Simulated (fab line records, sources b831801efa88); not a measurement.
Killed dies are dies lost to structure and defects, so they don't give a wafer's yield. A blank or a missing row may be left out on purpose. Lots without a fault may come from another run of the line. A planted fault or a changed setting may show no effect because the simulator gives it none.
fab line records | flow sky130
record lots=11 wafers=33 last_day=50
route steps=708 shown LDD_HVP@287 POLY_CUT@319 SD_P@324 PAD_OPEN@708
lots that met no fault: from a run of the same line without faults
start_h: hours from the record's first day to the start of the lot's first wafer shown | wait_h: hours since the lot's step before | " the same as in the row above | L1.1+2: a row that stands for several wafers | - no value, or no start given | * or withheld: withheld | < > ~ a bound
route shown NAME@n: a module of which the file shows steps, and the number in the route of the first | usual: mean/standard deviation of fault-free wafers | same: alike in all rows | chamber/n: place in a boat | sites: the reading at each site | _std_site: their standard deviation | _edge_site: outer sites' mean less inner sites' | radius_mm: how far each site lies from the wafer's centre | mask NAME#n: copy n | behind: the tool/chamber that last shaped the wafer | hold: why the lot was held/for how many hours/how that ended | device: the transistor (n, p or np) that didn't switch | end of line: the same wafers' tests at the end of the route | a step without rows: its recipe alone | killed: dies lost to structure and defects at the first sort, not the wafer's yield | map: a wafer's dies, x killed, . not, _ none there
set.NAME: the setting as run; set.NAME@STEP: as run at that earlier step | model.NAME: the simulator's own value behind a step, which no gauge read
steps of the route over a sample of lots; a table a step, a row a wafer
services: from which hour (start_h, from the record's first day; less than 0 if before it) a tool's chamber was out of use, for how many hours, and why
## steps
# step SKY_LDD_HVP_STRIP_09
# recipe chemistry=O2/N2 power_w=1400 pressure_mtorr=1500 platen_temp_c=withheld o2_flow_sccm=3000 n2_flow_sccm=300 overash_fraction=0.5
# usual drypump_motor_current_A=5.7/0.48 oes_product_au=0.408/0.0044 strip_time_to_endpoint_s=4.134/0.015
# same overash_fraction=0.5
# columns lot.wafer tool chamber start_h wait_h drypump_motor_current_A oes_product_au rf_hours_counter_h strip_time_to_endpoint_s
L258.1 plasma_asher-01 0 495.66 0.1 6.1 0.414 7 4.156
L258.3 " 0 " " 6.1 0.405 - 4.150
L258.6 " 1 " " 5.7 0.408 - 4.157
L262.1 plasma_asher-01 1 528.46 0.1 5.7 0.415 10 4.139
L262.3 " 0 " " 6.1 0.402 - 4.136
L262.6 " 0 " " 6.1 0.410 - 4.130
L261.1 plasma_asher-03 0 529.94 0.1 5.3 0.405 78 4.144
L261.4 " 1 " " 5.3 0.404 - 4.124
L261.6 " 0 " " 5.3 0.414 - 4.150
L263.1 plasma_asher-01 1 547.09 0.1 5.7 0.410 12 4.134
L263.4 " 1 " " 5.7 0.413 - 4.148
L263.6 " 0 " " 6.1 0.402 - 4.149
L265.1 plasma_asher-03 0 560.81 0.1 5.3 0.410 81 4.136
L265.4 " 0 " " 5.3 0.405 - 4.129
L265.5 " 1 " " 5.3 0.409 - 4.136
L266.3 plasma_asher-03 0 563.62 0.1 5.3 0.406 - 4.139
L266.5 " 0 " " 5.3 0.409 - 4.140
L266.6 " 1 " " 5.2 0.408 - 4.132
L270.1 plasma_asher-04 1 602.41 0.1 5.5 0.407 49 4.108
L270.3 " 1 " " 5.4 0.413 - 4.105
L270.4 " 0 " " 6.6 0.403 - 4.126
L271.1 plasma_asher-04 0 608.63 0.1 6.6 0.405 50 4.127
L271.2 " 1 " " 5.5 0.413 50 4.137
L271.3 " 1 " " 5.5 0.408 - 4.140
L274.2 plasma_asher-03 0 642.63 0.1 5.3 0.412 89 4.118
L274.3 " 1 " " 5.3 0.405 - 4.108
L274.5 " 0 " " 5.3 0.405 - 4.122
L281.1 plasma_asher-01 1 690.84 0.1 5.7 0.403 26 4.102
L281.4 " 0 " " 6.1 0.408 - 4.144
L281.5 " 1 " " 5.7 0.404 - 4.152
L280.1 plasma_asher-04 1 694.09 0.1 5.5 0.408 58 4.126
L280.2 " 0 " " 6.6 0.413 58 4.110
L280.3 " 0 " " 6.6 0.407 - 4.112
# step SKY_LDD_HVP_TW_MEAS_10
# usual LDD_HVP_TW=458/3.4
# columns lot.wafer tool chamber start_h wait_h LDD_HVP_TW
L258.1 film_metro-01 - 495.76 0.1 454
L258.3 " - " " 455
L258.6 " - " " 454
L262.1 film_metro-02 - 528.56 0.1 462
L262.3 " - " " 463
L262.6 " - " " 461
L261.1 film_metro-02 - 530.04 0.1 459
L261.4 " - " " 461
L261.6 " - " " 460
L263.1 film_metro-03 - 547.19 0.1 462
L263.4 " - " " 460
L263.6 " - " " 463
L265.1 film_metro-02 - 560.91 0.1 459
L265.4 " - " " 460
L265.5 " - " " 460
L266.3 film_metro-01 - 563.70 0.1 456
L266.5 " - " " 453
L266.6 " - " " 454
L270.1 film_metro-02 - 602.51 0.1 460
L270.3 " - " " 463
L270.4 " - " " 462
L271.1 film_metro-03 - 608.73 0.1 459
L271.2 " - " " 461
L271.3 " - " " 461
L274.2 film_metro-01 - 642.74 0.1 456
L274.3 " - " " 456
L274.5 " - " " 456
L281.1 film_metro-02 - 690.94 0.1 458
L281.4 " - " " 461
L281.5 " - " " 459
L280.1 film_metro-02 - 694.19 0.1 458
L280.2 " - " " 456
L280.3 " - " " 460
# step SKY_POLY_CUT_STRIP_12
# recipe chemistry=O2/N2 power_w=1400 pressure_mtorr=1500 platen_temp_c=withheld o2_flow_sccm=3000 n2_flow_sccm=300 overash_fraction=0.5
# usual drypump_motor_current_A=5.5/0.44 oes_product_au=0.452/0.0045 strip_time_to_endpoint_s=5.353/0.02
# same overash_fraction=0.5
# columns lot.wafer tool chamber start_h wait_h drypump_motor_current_A oes_product_au rf_hours_counter_h strip_time_to_endpoint_s
L258.1 plasma_asher-02 1 561.49 0.0 6.1 0.446 74 5.330
L258.3 " 1 " " 6.2 0.450 - 5.328
L258.6 " 0 " " 4.9 0.455 - 5.320
L262.1 plasma_asher-01 0 590.29 0.0 6.1 0.446 16 5.330
L262.3 " 1 " " 5.7 0.450 - 5.372
L262.6 " 1 " " 5.7 0.453 - 5.347
L261.1 plasma_asher-02 0 591.17 0.0 4.9 0.450 77 5.325
L261.4 " 0 " " 4.9 0.457 - 5.310
L261.6 " 0 " " 4.9 0.454 - 5.316
L263.1 plasma_asher-02 1 609.09 0.0 6.2 0.452 79 5.360
L263.4 " 0 " " 4.9 0.454 - 5.350
L263.6 " 0 " " 4.9 0.451 - 5.340
L265.1 plasma_asher-03 0 621.97 0.0 5.2 0.452 87 5.337
L265.4 " 0 " " 5.3 0.455 - 5.347
L265.5 " 0 " " 5.3 0.451 - 5.384
L266.3 plasma_asher-01 0 625.66 0.1 6.1 0.454 - 5.363
L266.5 " 1 " " 5.7 0.460 - 5.382
L266.6 " 0 " " 6.1 0.458 - 5.362
L270.1 plasma_asher-03 0 663.99 0.0 5.3 0.453 91 5.351
L270.3 " 1 " " 5.2 0.451 - 5.315
L270.4 " 0 " " 5.3 0.453 - 5.334
L271.1 plasma_asher-01 0 670.79 0.0 6.1 0.449 24 5.325
L271.2 " 1 " " 5.7 0.456 24 5.348
L271.3 " 1 " " 5.7 0.452 - 5.369
L274.2 plasma_asher-03 0 702.34 0.0 5.3 0.454 95 5.345
L274.3 " 1 " " 5.3 0.457 - 5.365
L274.5 " 0 " " 5.3 0.452 - 5.333
L281.1 plasma_asher-03 1 748.99 0.0 5.3 0.448 0 5.348
L281.4 " 1 " " 5.2 0.447 - 5.340
L281.5 " 1 " " 5.2 0.453 - 5.358
L280.1 plasma_asher-02 1 752.39 0.0 6.2 0.450 94 5.359
L280.2 " 0 " " 4.9 0.451 94 5.371
L280.3 " 1 " " 6.1 0.449 - 5.372
# step SKY_SD_P_EXPOSE_04
# recipe mask_id=PSDM na=0.6 source_shape=conventional sigma_outer=0.6 polarization=unpolarized target_cd_nm=380 dose_mj=138
# usual reticle_temp_C=22.99/0.11
# same na=0.6
# columns lot.wafer tool chamber start_h wait_h mask reticle_temp_C
L258.1 iline_stepper-01 0 576.34 - PSDM#0 23.07
L258.3 " 0 " " PSDM#0 23.10
L258.6 " 0 " " PSDM#0 23.03
L262.1 iline_stepper-02 0 604.33 - PSDM#0 22.93
L262.3 " 0 " " PSDM#0 22.90
L262.6 " 0 " " PSDM#0 23.07
L261.1 iline_stepper-01 0 605.90 - PSDM#0 22.85
L261.4 " 0 " " PSDM#0 23.04
L261.6 " 0 " " PSDM#0 22.82
L263.1 iline_stepper-02 0 623.89 - PSDM#0 23.07
L263.4 " 0 " " PSDM#0 23.00
L263.6 " 0 " " PSDM#0 22.99
L265.1 iline_stepper-01 0 636.68 - PSDM#0 22.86
L265.4 " 0 " " PSDM#0 22.86
L265.5 " 0 " " PSDM#0 23.07
L266.3 iline_stepper-01 0 639.42 - PSDM#0 23.03
L266.5 " 0 " " PSDM#0 22.98
L266.6 " 0 " " PSDM#0 22.78
L270.1 iline_stepper-01 0 678.31 - PSDM#0 23.01
L270.3 " 0 " " PSDM#0 22.99
L270.4 " 0 " " PSDM#0 22.96
L271.1 iline_stepper-01 0 685.23 - PSDM#0 23.03
L271.2 " 0 " " PSDM#0 22.84
L271.3 " 0 " " PSDM#0 22.90
L274.2 iline_stepper-02 0 716.75 - PSDM_R1#0 23.15
L274.3 " 0 " " PSDM_R1#0 22.90
L274.5 " 0 " " PSDM_R1#0 23.09
L281.1 iline_stepper-02 0 762.56 - PSDM#0 23.04
L281.4 " 0 " " PSDM#0 22.98
L281.5 " 0 " " PSDM#0 23.09
L280.1 iline_stepper-01 0 766.18 - PSDM#0 22.98
L280.2 " 0 " " PSDM#0 23.14
L280.3 " 0 " " PSDM#0 22.91
# step SKY_SD_P_CD_MEAS_07
# recipe target_cd_nm=380
# usual cd_nm=379.9/2
# columns lot.wafer tool chamber start_h wait_h hold cd_nm
L258.1 cd_sem-01 - 591.24 0.1 - 378.5
L258.3 " - " " - 380.5
L258.6 " - " " - 380.0
L262.1 cd_sem-02 - 618.88 0.1 - 383.6
L262.3 " - " " - 382.1
L262.6 " - " " - 381.6
L261.1 cd_sem-02 - 620.66 0.1 - 381.0
L261.4 " - " " - 382.4
L261.6 " - " " - 379.2
L263.1 cd_sem-02 - 638.09 0.1 - 378.5
L263.4 " - " " - 383.5
L263.6 " - " " - 378.7
L265.1 cd_sem-01 - 650.81 0.1 - 377.5
L265.4 " - " " - 377.3
L265.5 " - " " - 379.6
L266.3 cd_sem-02 - 653.43 0.1 - 378.9
L266.5 " - " " - 383.9
L266.6 " - " " - 381.3
L270.1 cd_sem-02 - 692.34 0.1 - 381.2
L270.3 " - " " - 378.7
L270.4 " - " " - 379.0
L271.1 cd_sem-02 - 698.94 0.1 - 383.3
L271.2 " - " " - 381.8
L271.3 " - " " - 382.5
L274.2 cd_sem-02 - 730.50 0.1 await_dispo/0.2h/release 406.1
L274.3 " - " " await_dispo/0.2h/release 404.7
L274.5 " - " " await_dispo/0.2h/release 406.4
L274.2 cd_sem-02 - 731.01 0.5 - 405.5
L274.3 " - " " - 404.9
L274.5 " - " " - 406.5
L281.1 cd_sem-02 - 775.49 0.1 - 377.6
L281.4 " - " " - 379.1
L281.5 " - " " - 378.5
L280.1 cd_sem-01 - 779.54 0.1 - 381.1
L280.2 " - " " - 383.3
L280.3 " - " " - 381.5
# step SKY_PAD_OPEN_PROBE_99
# usual killed_at_M0_to_M3=43/6.7 killed_at_M4_up=3.1/1.9 killed_at_contacts=25/5 killed_at_front_end=15/4 killed_at_other=0.4/0.69 killed_dies=87/9.2 killed_open=46/7.1 killed_short=40/6.8
# same gross_dies=492 killed_at_back_side=0
# columns lot.wafer tool chamber start_h wait_h killed_at_M0_to_M3 killed_at_M4_up killed_at_contacts killed_at_front_end killed_at_other killed_dies killed_open killed_short
L270.1 prober-01 - 1152.48 0.1 44 4 24 12 0 84 42 42
L270.3 prober-01 - 1152.58 0.2 48 4 19 14 0 85 52 33
L270.4 prober-01 - 1152.63 0.2 36 5 22 9 1 73 42 30
L271.1 prober-01 - 1155.94 0.1 43 1 26 16 0 86 44 42
L271.2 prober-01 - 1155.99 0.1 55 5 25 14 0 99 42 53
L271.3 prober-01 - 1156.04 0.2 38 2 31 15 0 86 46 38
L274.2 prober-02 - 1177.12 0.1 38 2 29 11 0 80 47 32
L274.3 prober-02 - 1177.17 0.2 40 2 21 14 0 77 42 35
L274.5 prober-02 - 1177.27 0.2 51 4 26 18 1 100 50 48
# killed by level:class
L270.1 LI_CONTACT:geometric_particle:open=10 VIA1:geometric_particle:open=10 METAL2:geometric_particle:short=8 CONTACT:geometric_particle:open=6 VIA3:geometric_particle:open=5 VIA2:geometric_particle:open=5 VIA1:geometric_particle:short=5 FIELD_ISO:geometric_particle:open=4
L270.3 VIA1:geometric_particle:open=15 CONTACT:geometric_particle:open=8 VIA2:geometric_particle:open=7 METAL1:geometric_particle:short=6 FIELD_ISO:geometric_particle:open=5 LI_CONTACT:geometric_particle:open=5 VIA3:geometric_particle:open=5 VIA3:geometric_particle:short=5
L270.4 LI_CONTACT:geometric_particle:open=11 VIA1:geometric_particle:open=9 METAL1:geometric_particle:short=6 VIA3:geometric_particle:open=4 CONTACT:geometric_particle:open=4 VIA2:geometric_particle:short=4 VIA2:geometric_particle:open=4 METAL4:geometric_particle:short=4
L271.1 VIA1:geometric_particle:open=10 LI_CONTACT:geometric_particle:open=9 VIA1:geometric_particle:short=9 CONTACT:geometric_particle:open=8 CONTACT:geometric_particle:short=7 METAL1:geometric_particle:short=7 POLY_GATE:geometric_particle:short=5 FIELD_ISO:geometric_particle:short=3
L271.2 VIA1:geometric_particle:short=10 VIA1:geometric_particle:open=10 METAL1:geometric_particle:short=9 CONTACT:geometric_particle:open=8 VIA2:geometric_particle:open=7 METAL2:geometric_particle:short=6 CONTACT:geometric_particle:short=5 VIA2:geometric_particle:short=4
L271.3 CONTACT:geometric_particle:open=9 LI_CONTACT:geometric_particle:open=8 FIELD_ISO:geometric_particle:open=7 VIA1:geometric_particle:short=7 CONTACT:geometric_particle:short=6 VIA1:geometric_particle:open=6 VIA2:geometric_particle:short=6 POLY_GATE:geometric_particle:open=5
L274.2 CONTACT:geometric_particle:open=13 VIA1:geometric_particle:open=9 LI_CONTACT:geometric_particle:open=7 VIA3:geometric_particle:open=7 LI_CONTACT:geometric_particle:short=5 VIA2:geometric_particle:open=5 METAL2:geometric_particle:short=4 METAL3:geometric_particle:short=4
L274.3 VIA1:geometric_particle:open=10 VIA2:geometric_particle:open=7 LI_CONTACT:geometric_particle:open=6 FIELD_ISO:geometric_particle:open=5 LI_CONTACT:geometric_particle:short=5 CONTACT:geometric_particle:open=5 CONTACT:geometric_particle:short=5 METAL2:geometric_particle:short=5
L274.5 LI_CONTACT:geometric_particle:open=11 METAL2:geometric_particle:short=10 VIA1:geometric_particle:open=10 VIA3:geometric_particle:open=9 VIA3:geometric_particle:short=6 CONTACT:geometric_particle:open=6 FIELD_ISO:geometric_particle:short=5 LOCAL_INTERCONNECT:geometric_particle:short=5
## services
# columns tool chamber start_h hours kind
plasma_asher-04 - 530.70 0.7 repair
iline_stepper-02 - 544.12 3.0 repair
iline_stepper-02 - 566.36 8.6 repair
iline_stepper-02 - 575.01 1.7 pm
plasma_asher-02 - 587.27 1.8 repair
iline_stepper-01 - 603.63 1.7 pm
plasma_asher-03 - 604.10 2.8 pm
iline_stepper-02 - 645.67 2.1 pm
iline_stepper-02 - 647.75 - consumable_replace:lamp
plasma_asher-01 - 653.95 1.4 repair
plasma_asher-04 - 654.22 2.8 pm
iline_stepper-01 0 655.96 - calibration
iline_stepper-02 0 659.19 - calibration
plasma_asher-03 - 717.84 0.6 repair
plasma_asher-03 - 733.75 9.0 pm
plasma_asher-03 0 733.75 9.0 vent_cycle
plasma_asher-03 1 733.75 9.0 vent_cycle
plasma_asher-03 0 742.75 - clean
plasma_asher-03 1 742.75 - clean
plasma_asher-03 - 745.64 1.0 repair
## key
first_sign step=SKY_SD_P_EXPOSE_04 reading=mask direction=changed
effect step=SKY_SD_P_CD_MEAS_07 reading=visit direction=added
effect step=SKY_SD_P_CD_MEAS_07 reading=cd_nm direction=up sigmas=13 usual=379.9 struck=405.7
met_at SKY_SD_P_EXPOSE_04
struck_lots L274
tester_left_out L274
not_acting_at SKY_LDD_HVP_STRIP_09,SKY_LDD_HVP_TW_MEAS_10,SKY_POLY_CUT_STRIP_12
onset_between 623.89 716.75
fault kind=wrong_mask tool=any chamber=- onset_h=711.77 steps=SKY_SD_P_EXPOSE_04 aux_copy=PSDM_R1#0 cd_offset_nm=27 scope=struck_lots_only
# tester_left_out: of these lots the tester's yield and bins aren't shown, on N5 and GAA mostly nor the transistor test; their killed dies are dies lost to structure and defects alone, not to doping, threshold or leakage, so they don't give the yield
